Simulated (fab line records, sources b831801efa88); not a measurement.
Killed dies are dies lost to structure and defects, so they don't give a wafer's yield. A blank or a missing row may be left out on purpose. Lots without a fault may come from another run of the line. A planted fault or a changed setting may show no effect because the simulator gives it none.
A struck lot beside a sound one | flow sky130 | 44 steps out of a route of 708
Sound: wafers L343.3, L343.4, L343.5. Struck: wafer L350.6. (L350.1, L350.3 of the same lot were not struck and are left out.) The cause comes at the end.
At each step with rows: each side's tool, then ch and its chambers, then its first start. Under that, the readings that differ: sound wafers | struck wafers | difference of the means | sigmas: that difference in standard deviations of wafers without a fault.
alike: readings whose means differ by less than 2 such deviations, and words and numbers that are the same on both sides. not compared: withheld readings, readings that some wafer has no value for, bounds like >300 that may hide the same value, and numbers for which the record gives no deviation and whose values overlap.
The two part at a step that has a row with sigmas, a row that says differs or no value, or rows on one side only. Numbers that don't overlap but have no deviation are shown without sigmas and don't part them. A reading that every wafer of one side lacks parts them only if that side has two wafers or more.

first, 4 steps without rows for these wafers: SKY_VIA2_STRIP_17 (strips in post etch residue remover, time 1200 s); SKY_VIA2_CLEAN_18 (cleans in IPA, time 180 s); SKY_VIA2_CLEAN_19 (cleans in O3/DIW); SKY_VIA2_SPUTTER_20 (material TiN, target thk 20 nm, time 80 s).
SKY_VIA2_CVD_21: deposits W, target thk 420 nm, time 126.4 s.
  sound on cvd_w-02 ch 0,1, day 36 20:11; struck on cvd_w-01 ch 1, day 39 13:39
  reading            | sound        | struck | difference | sigmas
  heater_power_w (W) | 917 1002 912 | 724    | -220       | -2
SKY_VIA2_RS_MEAS_22: measures by four-point-probe.
  sound on film_metro-03, day 36 20:22; struck on film_metro-01, day 39 13:47
  alike: VIA2_W_RS
SKY_VIA2_THK_MEAS_23: measures by xrf.
  sound on film_metro-03, day 36 20:28; struck on film_metro-01, day 39 13:55
  alike: VIA2_W_THK
SKY_VIA2_CMP_24: polishes, stops on SiO2, t overpolish 20 s, target thk 0 nm.
  sound on cmp-01 ch 0,1,3, day 36 20:37; struck on cmp-02 ch 0, day 39 14:04
  reading             | sound          | struck | difference | sigmas
  motor_current_A (A) | 12.7 11.6 11.4 | 10.0   | -1.9       | -3
  alike: overpolish_run_s, time_to_endpoint_s
then, 1 step without rows for these wafers: SKY_METAL3_SPUTTER_00 (material Ti, target thk 15 nm, time 10 s).
SKY_METAL3_SPUTTER_01: material TiN, target thk 20 nm, time 16.7 s.
  sound on pvd_sputter-01, day 36 20:50; struck on pvd_sputter-02, day 39 14:17
  alike: throttle_valve_pct
then, 2 steps without rows for these wafers: SKY_METAL3_SPUTTER_02 (material AlCu, target thk 735 nm, time 39.1 s); SKY_METAL3_SPUTTER_03 (material Ti, target thk 5 nm, time 3.3 s).
SKY_METAL3_SPUTTER_04: material TiN, target thk 70 nm, time 58.3 s.
  sound on pvd_sputter-01, day 36 20:55; struck on pvd_sputter-02, day 39 14:22
  reading                                    | sound            | struck | difference | sigmas
  model.TiN_of_METAL3_SPUTTER_04.thk_nm (nm) | 69.36 69.7 68.95 | 24.18  | -45.16     |
  alike: throttle_valve_pct
then, 1 step without rows for these wafers: SKY_CAPM_CVD_00 (deposits SiO2, target thk 15.5 nm).
SKY_CAPM_THK_MEAS_01:
  sound on film_metro-02, day 36 21:01; struck on film_metro-01, day 39 14:26
  alike: CAPM_CVD_00_THK
SKY_CAPM_SPUTTER_02: material TiN, target thk 200 nm, time 166.7 s.
  sound on pvd_sputter-01, day 36 21:03; struck on pvd_sputter-03, day 39 14:30
  alike: throttle_valve_pct
SKY_CAPM_RS_MEAS_03: measures by four-point-probe.
  sound on film_metro-01, day 36 21:12; struck on film_metro-02, day 39 14:37
  alike: CAPM_TIN_RS
SKY_CAPM_THK_MEAS_04: measures by xrf.
  sound on film_metro-01, day 36 21:18; struck on film_metro-02, day 39 14:44
  alike: CAPM_TIN_THK
then, 7 steps without rows for these wafers: SKY_CAPM_DEHYDRATE_05 (time 60 s); SKY_CAPM_HMDS_06 (prime time 60 s); SKY_CAPM_COAT_07 (resist thk 1140 nm); SKY_CAPM_SOFTBAKE_08 (time 60 s); SKY_CAPM_EXPOSE_09 (exposes mask CAPM, target cd 1000 nm); SKY_CAPM_PEB_10; SKY_CAPM_DEVELOP_11 (develop time 60 s).
SKY_CAPM_OVL_MEAS_12:
  sound on overlay-02, day 37 22:14; struck on overlay-01, day 40 14:41
  alike: CAPM_OVL
then, 1 step without rows for these wafers: SKY_CAPM_METAL_ETCH_13 (etches TiN in Cl2/BCl3, stops on SiO2, target depth 220 nm, time 62.9 s).
SKY_CAPM_STRIP_14: strips in O2/N2.
  sound on plasma_asher-01 ch 0,1, day 37 22:23; struck on plasma_asher-01 ch 0, day 40 14:48
  reading               | sound             | struck | difference | sigmas
  oes_product_au (a.u.) | 0.716 0.713 0.716 | 0.701  | -0.014     | -3
  alike: drypump_motor_current_A, strip_time_to_endpoint_s
  not compared: rf_hours_counter_h
then, 11 steps without rows for these wafers: SKY_CAPM_STRIP_15 (strips in post etch residue remover, time 1200 s); SKY_CAPM_CLEAN_16 (cleans in IPA, time 180 s); SKY_CAPM_CLEAN_17 (cleans in O3/DIW); SKY_METAL3_DEHYDRATE_05 (time 60 s); SKY_METAL3_HMDS_06 (prime time 60 s); SKY_METAL3_COAT_07 (resist thk 60 nm); SKY_METAL3_COAT_08 (resist thk 1140 nm); SKY_METAL3_SOFTBAKE_09 (time 90 s); SKY_METAL3_EXPOSE_10 (exposes mask MM3, target cd 300 nm); SKY_METAL3_PEB_11; SKY_METAL3_DEVELOP_12 (develop time 60 s).
SKY_METAL3_CD_MEAS_13: target cd 300 nm.
  sound on cd_sem-02, day 39 00:28; struck on cd_sem-01, day 41 15:02
  alike: cd_nm
SKY_METAL3_OVL_MEAS_14:
  sound on overlay-02, day 39 00:34; struck on overlay-02, day 41 15:09
  alike: METAL3_OVL
then, 1 step without rows for these wafers: SKY_METAL3_DESCUM_15 (chemistry O2, time 8 s).
SKY_METAL3_METAL_ETCH_18: etches the open film in Cl2/BCl3, stops on SiO2, target depth 845 nm, time 183.1 s.
  sound on rie_metal-03 ch 0,1, day 39 00:48; struck on rie_metal-03 ch 1, day 41 15:20
  reading               | sound             | struck | difference | sigmas
  oes_product_au (a.u.) | 0.865 0.866 0.860 | 0.840  | -0.024     | -4
  alike: drypump_motor_current_A, throttle_valve_pct
  not compared: rf_hours_counter_h
-- the record jumps here: 7 days lie between the struck wafers' starts before and after (it left off in module METAL3 and takes up again in module PAD_OPEN, whose first step shown is number 708 of the route) --
SKY_PAD_OPEN_PROBE_99:
  sound on prober-01, day 46 02:30; struck on prober-02, day 48 07:11
  reading                       | sound             | struck | difference | sigmas
  killed_short                  | 44 41 41          | 29     | -13        | -2
  model.etest.via3_chain.rc_ohm | 9.288 9.554 9.275 | 8.085  | -1.287     |
  alike: defect_limited_yield, killed_at_M0_to_M3, killed_at_M4_up, killed_at_contacts, killed_at_front_end, killed_at_other, killed_dies, killed_on_rim, killed_open, sort_bin_3_pad_short, sort_bin_5_function, sort_bin_6_memory, sort_n_pass, sort_yield_pct

WHERE THEY PART
First at SKY_VIA2_CVD_21; last, within this record, at SKY_PAD_OPEN_PROBE_99.

WHY: what the simulator had put in
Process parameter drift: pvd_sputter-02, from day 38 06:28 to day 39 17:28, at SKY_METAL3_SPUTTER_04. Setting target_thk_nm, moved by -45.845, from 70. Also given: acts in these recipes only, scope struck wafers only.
